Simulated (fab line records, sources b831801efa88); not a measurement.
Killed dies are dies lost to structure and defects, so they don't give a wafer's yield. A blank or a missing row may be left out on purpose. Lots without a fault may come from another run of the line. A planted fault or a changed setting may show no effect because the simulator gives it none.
Which tool did it? | flow sky130 | 13 lots, 39 wafers sampled, at 5 steps of a route of 708

WHAT THE GAUGES READ, wafer by wafer
SKY_VT_ADJUST_HVTP_OVL_MEAS_08. Usual: VT_ADJUST_HVTP_OVL -0.1 nm, standard deviation 1.6.
lot  | measured     | on         | VT_ADJUST_HVTP_OVL (nm) | flag
L485 | day 6 09:34  | overlay-02 | -0.7 -0.1 -2.3          |
L489 | day 7 08:59  | overlay-01 | -3.1 -2.4 -1.6          |
L490 | day 7 16:25  | overlay-01 | -0.4 -1.9 -0.2          |
L491 | day 7 20:22  | overlay-02 | 0.9 1.2 3.1             |
L492 | day 8 00:34  | overlay-02 | 4.3 1.9 1.9             |
L493 | day 8 10:19  | overlay-02 | 3.6 0.1 0.1             |
L494 | day 8 17:08  | overlay-02 | -1.4 -1.9 0.9           |
L495 | day 8 22:08  | overlay-02 | -2.5 -3.0 -3.0          |
L503 | day 11 01:41 | overlay-02 | -0.7 -0.8 0.4           |
L504 | day 11 11:37 | overlay-02 | 4.1 2.2 1.3             |
L505 | day 11 17:15 | overlay-01 | 1.6 -2.4 -0.3           |
L506 | day 11 19:24 | overlay-01 | 1.2 0.8 1.6             |
L507 | day 12 03:45 | overlay-02 | -2.0 0.4 -1.4           |

SKY_VT_ADJUST_LVTN_TW_MEAS_10. Usual: VT_ADJUST_LVTN_TW 242.3, standard deviation 1.8.
lot  | measured     | on            | VT_ADJUST_LVTN_TW | flag
L485 | day 7 04:55  | film_metro-02 | 240.9 240.5 240.2 |
L489 | day 8 06:08  | film_metro-02 | 240.8 241.1 242.6 |
L490 | day 8 13:59  | film_metro-01 | 242.4 243.6 243.0 |
L491 | day 8 17:55  | film_metro-03 | 240.6 239.6 240.4 |
L492 | day 8 21:55  | film_metro-03 | 240.2 240.3 239.2 |
L493 | day 9 08:13  | film_metro-01 | 243.5 246.2 244.8 |
L494 | day 9 14:55  | film_metro-02 | 239.6 241.0 240.0 |
L495 | day 9 20:50  | film_metro-03 | 241.6 242.2 241.6 |
L503 | day 12 01:34 | film_metro-03 | 240.2 242.4 241.4 |
L504 | day 12 12:51 | film_metro-01 | 244.7 244.0 241.5 |
L505 | day 12 17:59 | film_metro-03 | 241.1 240.2 242.0 |
L506 | day 12 20:53 | film_metro-01 | 244.4 243.7 243.5 |
L507 | day 13 04:28 | film_metro-03 | 240.9 239.0 239.7 |

SKY_VT_ADJUST_LVTN_OVL_MEAS_18. Usual: VT_ADJUST_LVTN_01_OVL -0.3 nm, standard deviation 1.2.
lot  | measured     | on         | VT_ADJUST_LVTN_01_OVL (nm) | flag
L485 | day 8 00:56  | overlay-02 | -0.2 0.3 1.4               |
L489 | day 9 03:03  | overlay-01 | 0.9 -0.1 1.1               |
L490 | day 9 11:48  | overlay-02 | 1.4 0.5 -0.2               |
L491 | day 9 14:47  | overlay-02 | 0.2 -0.3 0.4               |
L492 | day 9 19:57  | overlay-01 | 1.0 -0.2 -0.5              |
L493 | day 10 05:59 | overlay-01 | -1.0 -1.4 -2.8             |
L494 | day 10 12:48 | overlay-01 | -1.4 -2.0 -1.1             |
L495 | day 10 17:57 | overlay-02 | - - -                      | OFF
L503 | day 13 02:47 | overlay-02 | 0.2 1.1 -0.4               |
L504 | day 13 14:21 | overlay-02 | -1.6 0.9 0.9               |
L505 | day 13 19:56 | overlay-02 | 0.4 0.9 -0.4               |
L506 | day 13 22:45 | overlay-01 | -0.1 0.0 -3.4              |
L507 | day 14 06:23 | overlay-02 | 1.0 1.9 0.5                |

SKY_VT_ADJUST_LVTN_TW_MEAS_21. Usual: VT_ADJUST_LVTN_2_TW 189.3, standard deviation 1.3.
lot  | measured     | on            | VT_ADJUST_LVTN_2_TW | flag
L485 | day 8 01:13  | film_metro-01 | 190.1 190.2 189.7   |
L489 | day 9 03:20  | film_metro-01 | 189.9 190.4 189.5   |
L490 | day 9 12:05  | film_metro-03 | 188.7 188.8 187.2   |
L491 | day 9 15:04  | film_metro-03 | 188.2 188.3 188.9   |
L492 | day 9 20:14  | film_metro-02 | 187.0 189.0 187.6   |
L493 | day 10 06:17 | film_metro-02 | 188.9 190.5 189.7   |
L494 | day 10 13:05 | film_metro-02 | 189.6 189.0 188.6   |
L495 | day 10 18:14 | film_metro-02 | 30.2 30.1 30.2      | OFF
L503 | day 13 03:04 | film_metro-01 | 190.8 190.9 190.8   |
L504 | day 13 14:38 | film_metro-02 | 190.7 190.2 191.0   |
L505 | day 13 20:13 | film_metro-01 | 191.0 190.1 190.2   |
L506 | day 13 23:02 | film_metro-02 | 191.1 191.1 189.2   |
L507 | day 14 06:40 | film_metro-02 | 188.7 189.5 189.7   |

WHICH TOOL RAN EACH LOT (tool, then ch and the chambers of the sampled wafers, then the start)
lot  | SKY_VT_ADJUST_LVTN_EXPOSE_15
L485 | iline_stepper-02 ch 0, day 7 15:06
L489 | iline_stepper-01 ch 0, day 8 16:37
L490 | iline_stepper-01 ch 0, day 9 00:38
L491 | iline_stepper-01 ch 0, day 9 04:48
L492 | iline_stepper-01 ch 0, day 9 08:55
L493 | iline_stepper-01 ch 0, day 9 19:05
L494 | iline_stepper-02 ch 0, day 10 02:05
L495 | iline_stepper-02 ch 0, day 10 07:17
L503 | iline_stepper-02 ch 0, day 12 14:21
L504 | iline_stepper-01 ch 0, day 13 01:06
L505 | iline_stepper-02 ch 0, day 13 07:01
L506 | iline_stepper-02 ch 0, day 13 10:13
L507 | iline_stepper-01 ch 0, day 13 17:47
- SKY_VT_ADJUST_LVTN_EXPOSE_15: exposes mask HVN STD DERIVED, target cd 600 nm.

WHAT THE TOOLS THEMSELVES READ (means of the sampled wafers that have a number; where no wafer has one, the mark that the record gives instead)
SKY_VT_ADJUST_LVTN_EXPOSE_15. Usual: exposure_dose_mJ_cm2 163.03, standard deviation 0.16; reticle_temp_C 22.99 C, standard deviation 0.091.
lot  | tool             | exposure_dose_mJ_cm2 | reticle_temp_C (C) | flag
L485 | iline_stepper-02 | 162.90               | 23.07              |
L489 | iline_stepper-01 | 163.26               | 22.98              |
L490 | iline_stepper-01 | 162.84               | 22.99              |
L491 | iline_stepper-01 | 162.91               | 22.96              |
L492 | iline_stepper-01 | 163.28               | 23.04              |
L493 | iline_stepper-01 | 162.76               | 22.96              |
L494 | iline_stepper-02 | 163.14               | 22.91              |
L495 | iline_stepper-02 | 163.24               | 22.99              |
L503 | iline_stepper-02 | 162.99               | 22.94              |
L504 | iline_stepper-01 | 162.84               | 22.93              |
L505 | iline_stepper-02 | 162.95               | 22.95              |
L506 | iline_stepper-02 | 162.98               | 23.05              |
L507 | iline_stepper-01 | 163.09               | 22.95              |

THE ANSWER, worked out from the rows above alone
Rule: a lot is off if the mean of its wafers that have a number lies more than 3 standard deviations from the usual mean. A lot without any number at a reading at which 4 lots or more have one is off too. The other lots that the step has rows for count as sound. The gauges are gone through in route order, then the tools' own readings, and for those a lot's mean is taken as printed above. The first step at which some lot is off is used, and at that step the reading that is off furthest; a lot without a number counts as furthest.
Off: L495, at SKY_VT_ADJUST_LVTN_OVL_MEAS_18 (VT_ADJUST_LVTN_01_OVL). Without a number there: L495.
A tool fits if, at a process step before that reading, it ran every lot that is off, and no sound lot after the first of them. The gauges at SKY_VT_ADJUST_LVTN_OVL_MEAS_18 aren't tried: what is off there is off at SKY_VT_ADJUST_LVTN_TW_MEAS_21 too, on other tools, and a gauge's error can't cause that. None of those tried fits.

WHAT THE SIMULATOR HAD PUT IN
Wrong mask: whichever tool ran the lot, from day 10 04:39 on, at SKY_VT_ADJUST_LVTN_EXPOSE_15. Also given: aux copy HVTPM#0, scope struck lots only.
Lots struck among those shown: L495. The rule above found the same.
